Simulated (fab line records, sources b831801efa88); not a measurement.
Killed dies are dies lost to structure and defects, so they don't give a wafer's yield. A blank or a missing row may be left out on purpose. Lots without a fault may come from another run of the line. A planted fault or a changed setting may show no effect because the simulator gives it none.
Which tool did it? | flow sky130 | 11 lots, 33 wafers sampled, at 5 steps of a route of 708

WHAT THE GAUGES READ, wafer by wafer
SKY_SPACER_THK_MEAS_01. Usual: SPACER_CVD_00_THK 43.0 nm, standard deviation 0.39.
lot  | measured     | on            | SPACER_CVD_00_THK (nm) | flag
L340 | day 23 08:08 | film_metro-01 | 43.0 42.6 42.5         |
L341 | day 24 21:05 | film_metro-03 | 43.2 43.1 43.1         |
L342 | day 24 23:08 | film_metro-03 | 43.1 43.4 43.1         |
L344 | day 25 00:20 | film_metro-01 | 42.8 43.2 43.1         |
L345 | day 25 00:20 | film_metro-04 | 42.6 42.8 42.4         |
L347 | day 25 19:28 | film_metro-01 | 42.7 42.4 42.5         |
L348 | day 26 05:04 | film_metro-03 | 43.4 43.1 43.2         |
L351 | day 27 07:22 | film_metro-03 | 39.5 39.6 39.9         | OFF
L360 | day 30 04:43 | film_metro-01 | 43.3 43.4 43.4         |
L361 | day 30 09:20 | film_metro-03 | 42.7 43.1 42.9         |
L362 | day 30 15:12 | film_metro-03 | 42.2 42.2 42.0         |

SKY_LI_CONTACT_OVL_MEAS_13. Usual: LI_CONTACT_OVL 0 nm, standard deviation 5.2.
lot  | measured     | on         | LI_CONTACT_OVL (nm) | flag
L340 | day 29 11:46 | overlay-02 | -1 -8 -4            |
L341 | day 30 20:10 | overlay-02 | -7 -9 -6            |
L342 | day 30 22:23 | overlay-02 | -4 4 4              |
L344 | day 31 00:44 | overlay-02 | -1 -4 2             |
L345 | day 31 00:52 | overlay-01 | -9 0 0              |
L347 | day 31 19:08 | overlay-02 | 12 14 6             |
L348 | day 32 03:46 | overlay-02 | 8 -3 9              |
L351 | day 33 05:22 | overlay-02 | -6 0 -6             |
L360 | day 35 23:07 | overlay-02 | 3 5 -1              |
L361 | day 36 03:38 | overlay-02 | 6 3 4               |
L362 | day 36 08:13 | overlay-01 | 1 7 5               |

SKY_CONTACT_THK_MEAS_01. Usual: CONTACT_CVD_00_THK 75.0 nm, standard deviation 0.98.
lot  | measured     | on            | CONTACT_CVD_00_THK (nm) | flag
L340 | day 30 17:14 | film_metro-01 | 74.4 76.3 75.8          |
L341 | day 32 01:34 | film_metro-04 | 72.4 73.2 75.1          |
L342 | day 32 04:46 | film_metro-04 | 74.2 75.4 74.8          |
L344 | day 32 06:52 | film_metro-01 | 74.3 74.5 75.9          |
L345 | day 32 07:52 | film_metro-04 | 76.4 75.2 76.6          |
L347 | day 33 00:31 | film_metro-01 | 73.6 75.8 74.4          |
L348 | day 33 09:13 | film_metro-02 | 77.0 76.1 76.2          |
L351 | day 34 11:14 | film_metro-04 | 73.5 73.0 74.9          |
L360 | day 37 03:32 | film_metro-02 | 74.9 74.7 75.7          |
L361 | day 37 07:51 | film_metro-04 | 75.1 74.6 74.7          |
L362 | day 37 13:15 | film_metro-04 | 74.6 75.6 75.0          |

WHICH TOOL RAN EACH LOT (tool, then ch and the chambers of the sampled wafers, then the start)
lot  | SKY_SPACER_CVD_00           | SKY_SPACER_ETCHBACK_02
L340 | lpcvd-02 ch 0, day 23 06:19 | rie_diel-04 ch 0,2,3, day 23 08:11
L341 | lpcvd-02 ch 1, day 24 19:52 | rie_diel-04 ch 0,2, day 24 21:08
L342 | lpcvd-02 ch 0, day 24 21:55 | rie_diel-01 ch 0,1,2, day 24 23:11
L344 | lpcvd-02 ch 0, day 24 23:07 | rie_diel-02 ch 0,1,2, day 25 00:23
L345 | lpcvd-02 ch 1, day 24 23:07 | rie_diel-01 ch 0,2,3, day 25 00:23
L347 | lpcvd-02 ch 0, day 25 18:16 | rie_diel-01 ch 0,1,2, day 25 19:32
L348 | lpcvd-02 ch 1, day 26 03:52 | rie_diel-02 ch 1,2,3, day 26 05:07
L351 | lpcvd-02 ch 1, day 27 06:10 | rie_diel-04 ch 1,2, day 27 07:25
L360 | lpcvd-02 ch 1, day 30 02:55 | rie_diel-04 ch 2,3, day 30 04:46
L361 | lpcvd-02 ch 1, day 30 08:06 | rie_diel-01 ch 1,2,3, day 30 09:22
L362 | lpcvd-02 ch 1, day 30 14:00 | rie_diel-04 ch 0,1,2, day 30 15:16
- SKY_SPACER_CVD_00: deposits Si3N4 from DCS/NH3, target thk 43.1 nm, time 740 s.
- SKY_SPACER_ETCHBACK_02: etches Si3N4 in CH3F/O2, stops on SiO2, time 46.7 s, target depth 45 nm.

WHAT THE TOOLS THEMSELVES READ (means of the sampled wafers that have a number; where no wafer has one, the mark that the record gives instead)
SKY_SPACER_CVD_00. Usual: spike_tc_bottom_C 785.5 C, standard deviation 1.7; spike_tc_top_C 782.4 C, standard deviation 2; spike_tc_upper_C 769.5 C, standard deviation 1.2.
lot  | tool     | spike_tc_bottom_C (C) | spike_tc_top_C (C) | spike_tc_upper_C (C) | flag
L340 | lpcvd-02 | 784.4                 | 781.4              | 769.7                |
L341 | lpcvd-02 | 787.3                 | 785.4              | 770.1                |
L342 | lpcvd-02 | 784.1                 | 780.7              | 767.5                |
L344 | lpcvd-02 | 784.0                 | 781.6              | 769.8                |
L345 | lpcvd-02 | 786.7                 | 784.6              | 771.6                |
L347 | lpcvd-02 | 784.0                 | 781.0              | 768.7                |
L348 | lpcvd-02 | 788.0                 | 784.2              | 769.8                |
L351 | lpcvd-02 | 787.3                 | 785.0              | 771.0                |
L360 | lpcvd-02 | 786.9                 | 784.8              | 769.2                |
L361 | lpcvd-02 | 788.1                 | 784.0              | 770.7                |
L362 | lpcvd-02 | 787.7                 | 785.2              | 770.3                |

SKY_SPACER_ETCHBACK_02. Usual: drypump_motor_current_A 5.8 A, standard deviation 0.33; oes_product_au 0.853 a.u., standard deviation 0.0066; throttle_valve_pct 10.563 %, standard deviation 0.0092.
lot  | tool        | drypump_motor_current_A (A) | oes_product_au (a.u.) | throttle_valve_pct (%) | flag
L340 | rie_diel-04 | 5.8                         | 0.852                 | 10.567                 |
L341 | rie_diel-04 | 5.3                         | 0.857                 | 10.552                 |
L342 | rie_diel-01 | 5.7                         | 0.858                 | 10.562                 |
L344 | rie_diel-02 | 5.8                         | 0.851                 | 10.562                 |
L345 | rie_diel-01 | 5.9                         | 0.847                 | 10.561                 |
L347 | rie_diel-01 | 5.7                         | 0.844                 | 10.558                 |
L348 | rie_diel-02 | 5.8                         | 0.859                 | 10.572                 |
L351 | rie_diel-04 | 5.8                         | 0.816                 | 10.557                 | OFF
L360 | rie_diel-04 | 6.3                         | 0.854                 | 10.567                 |
L361 | rie_diel-01 | 5.8                         | 0.851                 | 10.563                 |
L362 | rie_diel-04 | 5.6                         | 0.839                 | 10.560                 |

THE ANSWER, worked out from the rows above alone
Rule: a lot is off if the mean of its wafers that have a number lies more than 3 standard deviations from the usual mean. A lot without any number at a reading at which 4 lots or more have one is off too. The other lots that the step has rows for count as sound. The gauges are gone through in route order, then the tools' own readings, and for those a lot's mean is taken as printed above. The first step at which some lot is off is used, and at that step the reading that is off furthest; a lot without a number counts as furthest.
Off: L351, at SKY_SPACER_THK_MEAS_01 (SPACER_CVD_00_THK).
A tool fits if, at a process step before that reading, it ran every lot that is off, and no sound lot after the first of them. The gauges at SKY_SPACER_THK_MEAS_01 aren't tried: what is off there is off at SKY_SPACER_ETCHBACK_02 too, on other tools, and a gauge's error can't cause that. None of those tried fits.

WHAT THE SIMULATOR HAD PUT IN
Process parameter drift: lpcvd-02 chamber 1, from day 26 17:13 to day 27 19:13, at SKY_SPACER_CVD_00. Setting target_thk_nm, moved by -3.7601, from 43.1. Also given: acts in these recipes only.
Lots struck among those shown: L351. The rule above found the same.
